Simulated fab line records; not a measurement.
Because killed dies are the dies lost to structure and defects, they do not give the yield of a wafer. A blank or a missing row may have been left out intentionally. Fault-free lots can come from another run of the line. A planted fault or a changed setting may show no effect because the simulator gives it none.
A struck lot beside a sound one | flow gf180mcu | 14 out of 602 route steps
Sound: wafers L209.1, L209.4, L209.5. Wafers struck: L226.2, L226.5, L226.6. The cause comes at the end.
Per side, at each step with rows, come the tool, then ch with its chambers, and then its first start. Under that, the readings that differ: sound wafers | struck wafers | difference of the means | sigmas: that difference in standard deviations of wafers without a fault.
alike: readings with means less than 2 such deviations apart, plus words and numbers identical on both sides. not compared: withheld readings, readings lacking a value on some wafer, bounds such as >300 that could conceal the same value, and numbers that have no deviation in the record and whose values overlap.
Wherever a step has rows on one side only, a row that says differs or no value, or a row with sigmas, the two part there. Numbers that don't overlap but have no deviation are shown without sigmas and don't part them. A reading missing from all wafers of one side parts the sides only when that side holds two or more wafers.

first, 1 step without rows for these wafers: GF_V2_CMP_26 (polishes, stops on SiO2, t overpolish 15 s, target thk 0 nm).
GF_M3_SPUTTER_00: material Ti, target thk 37.5 nm, time 150 s.
  sound: pvdSputter-04 at day 20 18:11; struck: pvdSputter-02 at day 27 06:25
  alike: throttleValvePct
GF_M3_SPUTTER_01: material TiN, target thk 30 nm, time 25 s.
  sound: pvdSputter-04 at day 20 18:17; struck: pvdSputter-02 at day 27 06:31
  alike: throttleValvePct
GF_M3_SPUTTER_02: material AlCu, target thk 450 nm, time 23.9 s.
  sound: pvdSputter-04 at day 20 18:19; struck: pvdSputter-02 at day 27 06:33
  alike: throttleValvePct
GF_M3_SPUTTER_03: material Ti, target thk 10 nm, time 6.7 s.
  sound: pvdSputter-04 at day 20 18:20; struck: pvdSputter-02 at day 27 06:35
  alike: throttleValvePct
GF_M3_SPUTTER_04: material TiN, target thk 50 nm, time 41.7 s.
  sound: pvdSputter-04 at day 20 18:22; struck: pvdSputter-02 at day 27 06:36
  alike: throttleValvePct
GF_M3_RS_MEAS_05: measurement is done with a four-point probe.
  sound: filmMetro-04 at day 20 18:31; struck: filmMetro-01 at day 27 06:40
  alike: M3_ALCU_RS
GF_M3_THK_MEAS_06: measures by xrf.
  sound: filmMetro-04 at day 20 18:38; struck: filmMetro-01 at day 27 06:46
reading          | sound       | struck      | difference | sigmas
M3_ALCU_THK (nm) | 455 459 453 | 443 443 439 | -14        | -2
then, 4 steps without rows for these wafers: GF_M3_DEHYDRATE_07 (time 60 s); GF_M3_HMDS_08 (prime time 60 s); GF_M3_COAT_09 (resist thk 1000 nm); GF_M3_SOFTBAKE_10 (time 60 s).
GF_M3_EXPOSE_11: exposes mask Metal3, target cd 280 nm.
  struck on krfScanner-02, day 27 16:26; sound on krfScanner-01 ch 0, day 21 06:23
  no value came back on the struck wafers for exposureDoseMJCm2, focusOffsetNm (nm), sigmaOuter; on the sound wafers exposureDoseMJCm2 reads 27.950 27.962 27.988
  alike: mask
then, 1 step without rows for these wafers: GF_M3_PEB_12 (peb time 90 s).

== WHERE THEY PART ==
Last at GF_M3_EXPOSE_11 as far as this record goes, first at GF_M3_THK_MEAS_06.

WHY: the cause the simulator had injected
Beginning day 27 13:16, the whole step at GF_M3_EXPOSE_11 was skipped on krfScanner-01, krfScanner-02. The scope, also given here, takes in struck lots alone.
